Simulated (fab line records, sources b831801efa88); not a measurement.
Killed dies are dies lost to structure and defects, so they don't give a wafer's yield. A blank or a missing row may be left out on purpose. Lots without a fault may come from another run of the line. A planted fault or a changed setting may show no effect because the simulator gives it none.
Which tool did it? | flow sky130 | 24 lots, 72 wafers sampled, at 4 steps of a route of 708

WHAT THE GAUGES READ, wafer by wafer
SKY_SD_N_CD_MEAS_07: target cd 380 nm. Usual: cd_nm 380.2 nm, standard deviation 2.1.
lot  | measured     | on        | cd_nm (nm)        | flag
L074 | day 28 01:52 | cd_sem-01 | 381.6 383.5 384.0 |
L076 | day 29 04:41 | cd_sem-01 | 380.7 381.6 381.7 |
L075 | day 29 05:48 | cd_sem-01 | 379.6 375.8 377.2 |
L077 | day 29 13:35 | cd_sem-02 | 379.3 381.4 383.1 |
L078 | day 29 13:04 | cd_sem-01 | 383.7 381.3 382.7 |
L079 | day 29 20:08 | cd_sem-02 | 378.1 379.4 379.7 |
L080 | day 29 20:49 | cd_sem-01 | 377.0 377.4 376.7 |
L081 | day 30 14:58 | cd_sem-01 | 382.8 382.1 383.3 |
L082 | day 31 05:38 | cd_sem-02 | 376.8 377.8 380.2 |
L083 | day 31 03:59 | cd_sem-02 | 380.9 380.1 381.0 |
L084 | day 31 11:01 | cd_sem-02 | 381.0 382.0 380.1 |
L085 | day 32 05:53 | cd_sem-01 | 380.3 382.9 381.6 |
L086 | day 32 07:35 | cd_sem-01 | 378.9 377.9 376.8 |
L087 | day 32 11:17 | cd_sem-01 | 379.1 379.0 381.3 |
L088 | day 33 02:50 | cd_sem-02 | 378.8 381.2 381.0 |
L089 | day 33 13:32 | cd_sem-02 | 382.0 379.6 379.4 |
L090 | day 33 15:16 | cd_sem-02 | 381.5 381.1 382.2 |
L091 | day 33 17:22 | cd_sem-02 | 376.2 377.3 378.9 |
L092 | day 34 03:59 | cd_sem-01 | 382.3 380.1 384.0 |
L093 | day 34 14:56 | cd_sem-01 | 378.8 379.5 377.9 |
L094 | day 34 13:55 | cd_sem-02 | 379.1 381.9 381.7 |
L095 | day 36 16:22 | cd_sem-02 | 376.2 378.1 378.3 |
L096 | day 36 12:49 | cd_sem-01 | 380.4 380.5 382.8 |
L097 | day 36 13:43 | cd_sem-02 | 380.9 381.8 379.1 |

WHICH TOOL RAN EACH LOT (tool, then ch and the chambers of the sampled wafers, then the start)
lot  | SKY_FIELD_ISO_ETCH_14             | SKY_GATE_OXIDE_STRIP_13              | SKY_POLY_GATE_ETCH_16
L074 | rie_diel-02 ch 1,2,3, day 2 08:40 | plasma_asher-01 ch 0,1, day 13 22:52 | rie_diel-04 ch 1,2, day 16 14:32
L076 | rie_diel-02 ch 1,2,3, day 2 17:55 | plasma_asher-04 ch 0,1, day 14 20:02 | rie_diel-03 ch 0,2,3, day 17 10:59
L075 | rie_diel-03 ch 2,3, day 2 18:16   | plasma_asher-01 ch 0,1, day 14 19:53 | rie_diel-02 ch 0,1, day 17 11:10
L077 | rie_diel-02 ch 0,1,2, day 3 00:10 | plasma_asher-01 ch 0,1, day 15 08:11 | rie_diel-03 ch 1,2,3, day 17 22:31
L078 | rie_diel-02 ch 0,1,2, day 3 01:40 | plasma_asher-01 ch 0,1, day 15 12:14 | rie_diel-02 ch 0,1,2, day 18 03:58
L079 | rie_diel-03 ch 0,2, day 3 07:11   | plasma_asher-01 ch 0,1, day 15 16:50 | rie_diel-02 ch 1,2,3, day 18 08:49
L080 | rie_diel-01 ch 0,2,3, day 3 10:31 | plasma_asher-04 ch 0,1, day 15 16:56 | rie_diel-02 ch 0,1,2, day 18 06:58
L081 | rie_diel-03 ch 1,2, day 3 18:14   | plasma_asher-01 ch 0,1, day 16 07:43 | rie_diel-02 ch 0,1,2, day 19 03:37
L082 | rie_diel-03 ch 0,2,3, day 3 23:28 | plasma_asher-04 ch 0,1, day 16 20:10 | rie_diel-02 ch 0,1,3, day 19 20:36
L083 | rie_diel-01 ch 2,3, day 4 04:25   | plasma_asher-03 ch 0,1, day 17 02:20 | rie_diel-04 ch 0,1,2, day 19 20:20
L084 | rie_diel-03 ch 1,3, day 4 08:04   | plasma_asher-01 ch 1, day 17 05:50   | rie_diel-03 ch 0,1,3, day 20 05:34
L085 | rie_diel-03 ch 1,2,3, day 4 12:52 | plasma_asher-04 ch 1, day 17 23:46   | rie_diel-04 ch 0,2, day 21 00:22
L086 | rie_diel-01 ch 2,3, day 4 18:53   | plasma_asher-01 ch 0,1, day 18 00:17 | rie_diel-03 ch 0,1,3, day 21 00:26
L087 | rie_diel-03 ch 1,2, day 5 00:23   | plasma_asher-04 ch 0,1, day 18 16:16 | rie_diel-04 ch 1,2,3, day 21 11:10
L088 | rie_diel-01 ch 0,1,2, day 5 05:07 | plasma_asher-03 ch 0,1, day 19 07:11 | rie_diel-04 ch 0,3, day 22 02:01
L089 | rie_diel-02 ch 1,2,3, day 5 12:44 | plasma_asher-04 ch 0,1, day 19 17:37 | rie_diel-03 ch 0,2,3, day 22 12:07
L090 | rie_diel-01 ch 1,2,3, day 5 15:59 | plasma_asher-03 ch 0,1, day 20 00:13 | rie_diel-03 ch 0,2,3, day 22 18:16
L091 | rie_diel-02 ch 1,3, day 5 19:55   | plasma_asher-03 ch 0,1, day 20 00:25 | rie_diel-04 ch 0,3, day 22 19:50
L092 | rie_diel-02 ch 0,2,3, day 6 02:32 | plasma_asher-03 ch 0,1, day 20 11:53 | rie_diel-03 ch 2,3, day 23 06:02
L093 | rie_diel-01 ch 1,2, day 6 07:01   | plasma_asher-01 ch 0,1, day 20 20:22 | rie_diel-02 ch 1,2, day 23 15:17
L094 | rie_diel-02 ch 1,3, day 6 12:28   | plasma_asher-04 ch 0,1, day 20 22:01 | rie_diel-03 ch 0,1,3, day 23 16:17
L095 | rie_diel-03 ch 0,2,3, day 6 20:46 | plasma_asher-01 ch 0,1, day 23 08:37 | rie_diel-04 ch 0,2,3, day 26 02:52
L096 | rie_diel-02 ch 2,3, day 7 02:22   | plasma_asher-01 ch 1, day 23 06:22   | rie_diel-03 ch 0,1,3, day 25 23:35
L097 | rie_diel-03 ch 2,3, day 7 03:41   | plasma_asher-04 ch 0,1, day 23 07:25 | rie_diel-02 ch 1,3, day 26 00:19
- SKY_FIELD_ISO_ETCH_14: etches BARC in N2/H2, stops on SiO2, time 45.9 s, target depth 60 nm.
- SKY_GATE_OXIDE_STRIP_13: strips in O2/N2.
- SKY_POLY_GATE_ETCH_16: etches Si3N4 in CH3F/O2, stops on poly-Si, time 147.5 s, target depth 75 nm.

WHAT THE TOOLS THEMSELVES READ (means of the sampled wafers that have a number; where no wafer has one, the mark that the record gives instead)
SKY_FIELD_ISO_ETCH_14. Usual: drypump_motor_current_A 5.8 A, standard deviation 0.4; oes_product_au 0.854 a.u., standard deviation 0.0045; throttle_valve_pct 13.225 %, standard deviation 0.0086.
lot  | tool        | drypump_motor_current_A (A) | oes_product_au (a.u.) | throttle_valve_pct (%) | flag
L074 | rie_diel-02 | 5.6                         | 0.855                 | 13.220                 |
L076 | rie_diel-02 | 5.6                         | 0.852                 | 13.221                 |
L075 | rie_diel-03 | 6.4                         | 0.857                 | 13.223                 |
L077 | rie_diel-02 | 5.8                         | 0.859                 | 13.223                 |
L078 | rie_diel-02 | 5.8                         | 0.853                 | 13.224                 |
L079 | rie_diel-03 | 5.8                         | 0.853                 | 13.221                 |
L080 | rie_diel-01 | 5.4                         | 0.856                 | 13.230                 |
L081 | rie_diel-03 | 6.1                         | 0.857                 | 13.218                 |
L082 | rie_diel-03 | 6.1                         | 0.853                 | 13.218                 |
L083 | rie_diel-01 | 5.3                         | 0.855                 | 13.224                 |
L084 | rie_diel-03 | 6.3                         | 0.851                 | 13.230                 |
L085 | rie_diel-03 | 6.3                         | 0.851                 | 13.233                 |
L086 | rie_diel-01 | 5.3                         | 0.856                 | 13.230                 |
L087 | rie_diel-03 | 6.1                         | 0.852                 | 13.227                 |
L088 | rie_diel-01 | 5.8                         | 0.859                 | 13.220                 |
L089 | rie_diel-02 | 5.6                         | 0.851                 | 13.232                 |
L090 | rie_diel-01 | 5.5                         | 0.853                 | 13.225                 |
L091 | rie_diel-02 | 5.6                         | 0.852                 | 13.227                 |
L092 | rie_diel-02 | 5.7                         | 0.854                 | 13.226                 |
L093 | rie_diel-01 | 5.9                         | 0.853                 | 13.220                 |
L094 | rie_diel-02 | 5.6                         | 0.852                 | 13.226                 |
L095 | rie_diel-03 | 6.1                         | 0.857                 | 13.224                 |
L096 | rie_diel-02 | 5.6                         | 0.848                 | 13.230                 |
L097 | rie_diel-03 | 6.5                         | 0.856                 | 13.232                 |

SKY_GATE_OXIDE_STRIP_13. Usual: drypump_motor_current_A 6.0 A, standard deviation 0.33; oes_product_au 0.716 a.u., standard deviation 0.0047; strip_time_to_endpoint_s 14.17 s, standard deviation 0.043.
lot  | tool            | drypump_motor_current_A (A) | oes_product_au (a.u.) | strip_time_to_endpoint_s (s) | flag
L074 | plasma_asher-01 | 5.9                         | 0.719                 | 14.18                        |
L076 | plasma_asher-04 | 6.0                         | 0.717                 | 14.13                        |
L075 | plasma_asher-01 | 5.9                         | 0.713                 | 14.18                        |
L077 | plasma_asher-01 | 5.9                         | 0.714                 | 14.20                        |
L078 | plasma_asher-01 | 5.9                         | 0.717                 | 14.14                        |
L079 | plasma_asher-01 | 5.9                         | 0.714                 | 14.14                        |
L080 | plasma_asher-04 | 6.2                         | 0.715                 | 14.28                        |
L081 | plasma_asher-01 | 5.9                         | 0.713                 | 14.17                        |
L082 | plasma_asher-04 | 6.2                         | 0.720                 | 14.21                        |
L083 | plasma_asher-03 | 5.9                         | 0.712                 | 14.17                        |
L084 | plasma_asher-01 | 6.0                         | 0.721                 | 14.19                        |
L085 | plasma_asher-04 | 5.8                         | 0.721                 | 14.16                        |
L086 | plasma_asher-01 | 5.9                         | 0.713                 | 14.23                        |
L087 | plasma_asher-04 | 6.2                         | 0.714                 | 14.14                        |
L088 | plasma_asher-03 | 6.2                         | 0.716                 | 14.18                        |
L089 | plasma_asher-04 | 6.0                         | 0.715                 | 14.13                        |
L090 | plasma_asher-03 | 5.8                         | 0.717                 | 14.15                        |
L091 | plasma_asher-03 | 5.8                         | 0.715                 | 14.20                        |
L092 | plasma_asher-03 | 5.8                         | 0.712                 | 14.11                        |
L093 | plasma_asher-01 | 5.9                         | 0.717                 | 14.15                        |
L094 | plasma_asher-04 | 6.2                         | 0.715                 | 14.13                        |
L095 | plasma_asher-01 | 5.9                         | 0.717                 | 14.16                        |
L096 | plasma_asher-01 | 6.0                         | 0.712                 | 14.13                        |
L097 | plasma_asher-04 | 6.0                         | 0.714                 | 14.18                        |

SKY_POLY_GATE_ETCH_16. Usual: drypump_motor_current_A 5.9 A, standard deviation 0.34; oes_product_au 0.642 a.u., standard deviation 0.0049; throttle_valve_pct 10.535 %, standard deviation 0.0087.
lot  | tool        | drypump_motor_current_A (A) | oes_product_au (a.u.) | throttle_valve_pct (%) | flag
L074 | rie_diel-04 | 6.2                         | 0.642                 | 10.542                 |
L076 | rie_diel-03 | 6.1                         | 0.643                 | 10.538                 |
L075 | rie_diel-02 | 5.8                         | 0.642                 | 10.526                 |
L077 | rie_diel-03 | 6.2                         | 0.643                 | 10.529                 |
L078 | rie_diel-02 | 5.8                         | 0.649                 | 10.534                 |
L079 | rie_diel-02 | 5.6                         | 0.644                 | 10.531                 |
L080 | rie_diel-02 | 5.8                         | 0.643                 | 10.546                 |
L081 | rie_diel-02 | 5.8                         | 0.644                 | 10.535                 |
L082 | rie_diel-02 | 5.7                         | 0.639                 | 10.535                 |
L083 | rie_diel-04 | 6.0                         | 0.639                 | 10.533                 |
L084 | rie_diel-03 | 5.9                         | 0.639                 | 10.531                 |
L085 | rie_diel-04 | 6.2                         | 0.643                 | 10.538                 |
L086 | rie_diel-03 | 6.0                         | 0.633                 | 10.540                 |
L087 | rie_diel-04 | 6.1                         | 0.639                 | 10.533                 |
L088 | rie_diel-04 | 5.8                         | 0.640                 | 10.542                 |
L089 | rie_diel-03 | 6.1                         | 0.641                 | 10.536                 |
L090 | rie_diel-03 | 6.1                         | 0.646                 | 10.542                 |
L091 | rie_diel-04 | 5.7                         | 0.644                 | 10.529                 |
L092 | rie_diel-03 | 6.4                         | 0.647                 | 10.530                 |
L093 | rie_diel-02 | 5.8                         | 0.640                 | 10.539                 |
L094 | rie_diel-03 | 5.9                         | 0.644                 | 10.537                 |
L095 | rie_diel-04 | 6.0                         | 0.647                 | 10.543                 |
L096 | rie_diel-03 | 5.9                         | 0.638                 | 10.532                 |
L097 | rie_diel-02 | 5.6                         | 0.640                 | 10.532                 |

THE ANSWER, worked out from the rows above alone
Rule: a lot is off if the mean of its wafers that have a number lies more than 3 standard deviations from the usual mean. A lot without any number at a reading at which 4 lots or more have one is off too. The other lots that the step has rows for count as sound. The gauges are gone through in route order, then the tools' own readings, and for those a lot's mean is taken as printed above. The first step at which some lot is off is used, and at that step the reading that is off furthest; a lot without a number counts as furthest.
No lot is off at any reading shown: from this, nothing can be told.

WHAT THE SIMULATOR HAD PUT IN
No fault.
